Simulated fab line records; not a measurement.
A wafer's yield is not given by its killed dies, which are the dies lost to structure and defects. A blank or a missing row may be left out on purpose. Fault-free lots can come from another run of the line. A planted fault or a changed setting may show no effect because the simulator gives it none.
Struck lot and sound lot, side by side | flow gf180mcu | 17 steps out of a route of 602
Sound: wafers L227.1, L227.5, L227.6. Wafers struck: L220.1, L220.3, L220.4. The cause comes at the end.
At each step with rows: each side's tool, then ch and its chambers, then its first start. Under that, the readings that differ: sound wafers | struck wafers | difference of the means | sigmas: that difference in standard deviations of wafers without a fault.
alike: readings with means less than 2 such deviations apart, plus words and numbers identical on both sides. not compared: withheld readings, readings lacking a value on some wafer, bounds such as >300 that could conceal the same value, and numbers that have no deviation in the record and whose values overlap.
The two part at a step that has a row with sigmas, a row that says differs or no value, or rows on one side only. Numbers that don't overlap but have no deviation are shown without sigmas and don't part them. A reading that every wafer of one side lacks parts them only if that side has two wafers or more.

first, 6 steps without rows for these wafers: GF_M4_HMDS_08 (prime time 60 s); GF_M4_COAT_09 (resist thk 1000 nm); GF_M4_SOFTBAKE_10 (time 60 s); GF_M4_EXPOSE_11 (exposes mask Metal4, target cd 280 nm); GF_M4_PEB_12 (peb time 90 s); GF_M4_DEVELOP_13 (develop time 60 s).
GF_M4_CD_MEAS_14 targets a cd of 280 nm.
  sound: cdSem-02 at day 29 17:02; struck: cdSem-02 at day 28 02:28
  alike: cdNm
GF_M4_OVL_MEAS_15:
  sound: overlay-02 at day 29 17:09; struck: overlay-02 at day 28 02:35
  alike: M4_OVL
GF_M4_METAL_ETCH_16: etches the open film in Cl2/BCl3, stops on SiO2, target depth 627.5 nm, time 104.6 s.
  sound on rieMetal-03 ch 0,1, day 29 17:11; struck on rieMetal-03 ch 0,1, day 28 02:38
reading              | sound                | struck               | difference | sigmas
oesProductAu (a.u.)  | 0.979 0.980 0.983    | 0.955 0.966 0.960    | -0.020     | -3
throttleValvePct (%) | 28.220 28.236 28.231 | 28.282 28.275 28.260 | +0.043     | +4
  alike: chamberPressureMTorr, drypumpMotorCurrentA
  not compared: rfHoursCounterH
GF_M4_STRIP_17: strips in O2/N2.
  sound on plasmaAsher-03 ch 0,1, day 29 17:18; struck on plasmaAsher-04 ch 0,1, day 28 02:44
reading             | sound             | struck            | difference | sigmas
oesProductAu (a.u.) | 0.540 0.560 0.545 | 0.558 0.559 0.561 | +0.011     | +2
  alike: chamberPressureMTorr, drypumpMotorCurrentA, heaterPowerW, o2FlowSccm, stripTimeToEndpointS
  not compared: rfHoursCounterH
then, 2 steps without rows for these wafers: GF_M4_STRIP_18 (strips in post etch residue remover, time 1200 s); GF_M4_CLEAN_19 (cleans in DIW).
GF_V4_CVD_00: deposits SiO2, target thk 600 nm, time 100 s.
  sound on hdpcvd-01 ch 0,2, day 29 17:50; struck on hdpcvd-02 ch 1,2, day 28 03:16
  no value came back on the struck wafers for pressureMtorr (mTorr), runLengthS (s); on the sound wafers pressureMtorr (mTorr) reads 6.019 6.022 5.993
GF_V4_CVD_02: deposits SiO2 from TEOS, target thk 850 nm, time 94.851 s.
  sound on pecvd-02 ch 0,2, day 29 17:58; struck on pecvd-04 ch 0,1,2, day 28 03:25
  alike: heaterPowerOuterW, heaterPowerW
GF_V4_CMP_04: polishes SiO2.
  sound on cmp-02 ch 1,2,3, day 29 18:12; struck on cmp-02 ch 0,2,3, day 28 03:32
  alike: edgeZonePressureFrac, motorCurrentA
GF_V4_BOW_MEAS_05:
  sound: filmMetro-02 at day 29 18:24; struck: filmMetro-03 at day 28 03:50
reading     | sound       | struck    | difference | sigmas
V4_BOW (um) | 139 145 137 | 96 100 95 | -43        | -5
then, 1 step without rows for these wafers: GF_V4_DEHYDRATE_06 (time 60 s).

## WHERE THEY PART
First at GF_M4_METAL_ETCH_16; last, within this record, at GF_V4_BOW_MEAS_05.

WHY: whatever the simulator had introduced
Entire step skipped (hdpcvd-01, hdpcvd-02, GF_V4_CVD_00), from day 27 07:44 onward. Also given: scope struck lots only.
